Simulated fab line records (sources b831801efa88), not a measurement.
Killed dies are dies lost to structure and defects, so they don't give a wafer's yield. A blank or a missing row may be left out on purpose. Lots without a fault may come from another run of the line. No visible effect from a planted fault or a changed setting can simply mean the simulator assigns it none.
Matching of chambers || flow gf180mcu || rie-diel-03 running GF_V2_ETCH_16: 4 sister chambers
The step etches BARC in N2/H2. 8 wafers are shown with their chamber, then 12 later ones without.

WAFERS WITH THEIR CHAMBER
{"wafer": "L087.1", "chamber": 3, "drypump-motor-current-A (A)": 6.4, "rf-fwd-power-W (W)": 490.2}
{"wafer": "L087.5", "chamber": 0, "drypump-motor-current-A (A)": 5.7, "rf-fwd-power-W (W)": 495.9}
{"wafer": "L088.4", "chamber": 0, "drypump-motor-current-A (A)": 5.7, "rf-fwd-power-W (W)": 495.4}
{"wafer": "L089.1", "chamber": 3, "drypump-motor-current-A (A)": 6.4, "rf-fwd-power-W (W)": 493.5}
{"wafer": "L089.3", "chamber": 1, "drypump-motor-current-A (A)": 6.1, "rf-fwd-power-W (W)": 496.1}
{"wafer": "L089.5", "chamber": 2, "drypump-motor-current-A (A)": 4.8, "rf-fwd-power-W (W)": 494.2}
{"wafer": "L090.3", "chamber": 1, "drypump-motor-current-A (A)": 6.0, "rf-fwd-power-W (W)": 494.9}
{"wafer": "L090.5", "chamber": 2, "drypump-motor-current-A (A)": 4.9, "rf-fwd-power-W (W)": 494.8}

WAFERS MISSING THEIR CHAMBER
{"wafer": "L090.6", "drypump-motor-current-A (A)": 6.0, "rf-fwd-power-W (W)": 496.6}
{"wafer": "L091.3", "drypump-motor-current-A (A)": 4.8, "rf-fwd-power-W (W)": 495.3}
{"wafer": "L091.5", "drypump-motor-current-A (A)": 4.9, "rf-fwd-power-W (W)": 495.1}
{"wafer": "L092.1", "drypump-motor-current-A (A)": 5.7, "rf-fwd-power-W (W)": 496.3}
{"wafer": "L092.2", "drypump-motor-current-A (A)": 6.1, "rf-fwd-power-W (W)": 495.9}
{"wafer": "L092.4", "drypump-motor-current-A (A)": 4.8, "rf-fwd-power-W (W)": 492.7}
{"wafer": "L095.1", "drypump-motor-current-A (A)": 6.4, "rf-fwd-power-W (W)": 492.4}
{"wafer": "L095.3", "drypump-motor-current-A (A)": 6.0, "rf-fwd-power-W (W)": 497.4}
{"wafer": "L095.6", "drypump-motor-current-A (A)": 4.8, "rf-fwd-power-W (W)": 493.3}
{"wafer": "L096.1", "drypump-motor-current-A (A)": 6.0, "rf-fwd-power-W (W)": 498.8}
{"wafer": "L096.4", "drypump-motor-current-A (A)": 6.4, "rf-fwd-power-W (W)": 492.9}
{"wafer": "L096.5", "drypump-motor-current-A (A)": 4.9, "rf-fwd-power-W (W)": 492.7}

THE CHAMBER EACH PASSED THROUGH
{"wafer": "L090.6", "from the rows above": 1, "in truth": 1}
{"wafer": "L091.3", "from the rows above": 2, "in truth": 2}
{"wafer": "L091.5", "from the rows above": 2, "in truth": 2}
{"wafer": "L092.1", "from the rows above": 0, "in truth": 0}
{"wafer": "L092.2", "from the rows above": 1, "in truth": 1}
{"wafer": "L092.4", "from the rows above": 2, "in truth": 2}
{"wafer": "L095.1", "from the rows above": 3, "in truth": 3}
{"wafer": "L095.3", "from the rows above": 1, "in truth": 1}
{"wafer": "L095.6", "from the rows above": 2, "in truth": 2}
{"wafer": "L096.1", "from the rows above": 1, "in truth": 1}
{"wafer": "L096.4", "from the rows above": 3, "in truth": 3}
{"wafer": "L096.5", "from the rows above": 2, "in truth": 2}
Correctly placed: 12 of 12. Number that these rows cannot place: 0. Placed wrongly: 0.
How it was worked out, from the rows above alone: a wafer's distance from a chamber is the root of the sum, over the readings, of the square of ((its reading less the chamber's mean) divided by the reading's scatter). The wafer belongs to the nearest chamber; if the next one is less than 2 further off, it can't be placed. A chamber's mean is the mean of its shown wafers. The scatter is the square root of a quotient: the sum, over the shown wafers, of each reading's squared deviation from its chamber's mean, divided by wafers minus chambers.
